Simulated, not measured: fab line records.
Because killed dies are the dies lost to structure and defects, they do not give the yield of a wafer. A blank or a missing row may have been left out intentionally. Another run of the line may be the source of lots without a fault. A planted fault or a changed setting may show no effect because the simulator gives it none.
What tool caused it?    flow gf180mcu    Sampling: 13 lots, 39 wafers, 4 of 602 route steps

WHAT THE GAUGES SHOWED, per wafer
GF_V5_THK_MEAS_01.
lot   measured      on            V5_CVD_00_THK (nm)
L667  day 26 09:25  filmMetro-02  302 299 304
L668  day 26 14:05  filmMetro-03  301 302 300
L669  day 27 06:32  filmMetro-03  302 301 304
L670  day 27 14:35  filmMetro-02  295 296 294
L671  day 27 22:32  filmMetro-03  296 301 300
L673  day 28 21:14  filmMetro-02  307 299 305
L675  day 29 05:38  filmMetro-03  298 297 304
L679  day 30 06:04  filmMetro-02  309 302 308
L684  day 32 02:11  filmMetro-03  302 305 301
L685  day 32 08:32  filmMetro-03  296 293 299
L686  day 32 10:29  filmMetro-04  299 304 295
L687  day 32 14:49  filmMetro-03  302 303 304
L688  day 32 17:53  filmMetro-03  305 303 301

GF_TOP_METAL_CD_MEAS_14: the cd target is 440 nm.
lot   measured      on        cdNm (nm)
L667  day 28 03:49  cdSem-02  439.1 436.1 438.3
L668  day 28 07:41  cdSem-02  440.4 437.6 439.5
L669  day 28 23:28  cdSem-02  437.4 437.6 438.8
L670  day 29 06:35  cdSem-02  445.3 445.3 443.9
L671  day 29 13:49  cdSem-01  442.1 443.4 443.7
L673  day 30 13:14  cdSem-02  435.4 439.4 438.8
L675  day 30 21:34  cdSem-01  443.2 443.1 444.7
L679  day 31 18:56  cdSem-01  440.5 439.7 438.5
L684  day 33 12:19  cdSem-01  443.0 442.8 444.5
L685  day 33 18:29  cdSem-02  436.7 435.9 438.0
L686  day 33 21:00  cdSem-01  438.5 440.0 438.8
L687  day 34 00:29  cdSem-02  442.3 442.1 440.6
L688  day 34 03:15  cdSem-02  438.4 441.1 442.0

WHICH TOOL RAN EACH LOT (tool, then ch and the chambers of the sampled wafers, then the start)
lot   GF_POLY_GATE_ETCH_13             GF_TOP_METAL_SPUTTER_03
L667  rieSi-01 ch 0,1,2, day 9 09:38   pvdSputter-01, day 27 07:56
L668  rieSi-01 ch 0,2, day 9 15:05     pvdSputter-04, day 27 12:34
L669  rieSi-02 ch 2,3, day 10 00:56    pvdSputter-03, day 28 04:37
L670  rieSi-01 ch 1,2,3, day 10 12:55  pvdSputter-01, day 28 12:04
L671  rieSi-01 ch 0,2,3, day 10 17:41  pvdSputter-03, day 28 19:16
L673  rieSi-02 ch 1,3, day 11 08:49    pvdSputter-01, day 29 18:31
L675  rieSi-02 ch 0,3, day 11 20:46    pvdSputter-01, day 30 03:25
L679  rieSi-01 ch 1,3, day 13 00:20    pvdSputter-01, day 31 01:49
L684  rieSi-02 ch 0,2,3, day 15 01:26  pvdSputter-03, day 32 20:38
L685  rieSi-01 ch 0,1,2, day 15 10:44  pvdSputter-04, day 33 02:46
L686  rieSi-01 ch 1,2,3, day 15 14:29  pvdSputter-04, day 33 05:10
L687  rieSi-02 ch 0,2,3, day 15 15:46  pvdSputter-01, day 33 09:02
L688  rieSi-02 ch 0,3, day 15 22:28    pvdSputter-04, day 33 12:03
- GF_POLY_GATE_ETCH_13: etches poly-Si in HBr/Cl2, stops on SiO2, target depth 198.5 nm, time 69.6 s.
- GF_TOP_METAL_SPUTTER_03: material Ti, target thk 5 nm, time 3.3 s.

WHAT THE TOOLS THEMSELVES READ (means of the sampled wafers that have a number; where no wafer has one, the mark that the record gives instead)
GF_POLY_GATE_ETCH_13.
lot   tool      HBr_flow_sccm (sccm)  drypumpMotorCurrentA (A)  oesProductAu (a.u.)  throttleValvePct (%)
L667  rieSi-01  150.1                 5.8                       0.996                33.690
L668  rieSi-01  149.5                 5.5                       0.995                33.695
L669  rieSi-02  150.2                 5.3                       0.989                33.688
L670  rieSi-01  150.3                 6.0                       0.994                33.681
L671  rieSi-01  149.8                 6.0                       0.995                33.687
L673  rieSi-02  150.0                 5.8                       0.975                33.678
L675  rieSi-02  150.4                 5.1                       0.991                33.686
L679  rieSi-01  150.1                 6.3                       0.992                33.687
L684  rieSi-02  150.0                 5.2                       0.991                33.683
L685  rieSi-01  149.7                 5.8                       0.994                33.681
L686  rieSi-01  150.1                 6.0                       0.982                33.685
L687  rieSi-02  149.9                 5.2                       0.992                33.681
L688  rieSi-02  150.1                 5.1                       0.983                33.683

GF_TOP_METAL_SPUTTER_03.
lot   tool           cathodeDcPowerW (W)  throttleValvePct (%)
L667  pvdSputter-01  2999.8               29.2
L668  pvdSputter-04  3000.7               30.2
L669  pvdSputter-03  2999.8               29.8
L670  pvdSputter-01  3000.5               29.5
L671  pvdSputter-03  2999.6               30.0
L673  pvdSputter-01  3000.1               28.7
L675  pvdSputter-01  3000.1               29.3
L679  pvdSputter-01  3000.2               28.5
L684  pvdSputter-03  2999.6               29.3
L685  pvdSputter-04  2999.7               30.1
L686  pvdSputter-04  3000.1               30.3
L687  pvdSputter-01  3001.0               29.4
L688  pvdSputter-04  2999.7               30.3

THE ANSWER, worked out from the rows above alone
Rule: the lots themselves supply what counts as usual. Put in order of their means at a reading, lots are off if they are a third of the lots or fewer, leave a main group of 4 or more, and stand apart from it by a gap of 3 or more times the standard deviation of the main group's means; of several such gaps the widest counts. If all means in a main group match to the digits the tables above print for the reading, that group is not used. A lot without any number at a reading at which 4 lots or more have one is off too. Where the step has rows for the other lots, those lots are counted as sound. Order of review: gauges by route order, followed by the tools' own readings, for which a lot's mean as printed above is used. At the first step where some lot is off, the reading lying furthest off is the one used; lots without a number count as furthest.
Nothing can be told from this: no lot is off at any reading shown.

WHAT HAD BEEN PUT IN BY THE SIMULATOR
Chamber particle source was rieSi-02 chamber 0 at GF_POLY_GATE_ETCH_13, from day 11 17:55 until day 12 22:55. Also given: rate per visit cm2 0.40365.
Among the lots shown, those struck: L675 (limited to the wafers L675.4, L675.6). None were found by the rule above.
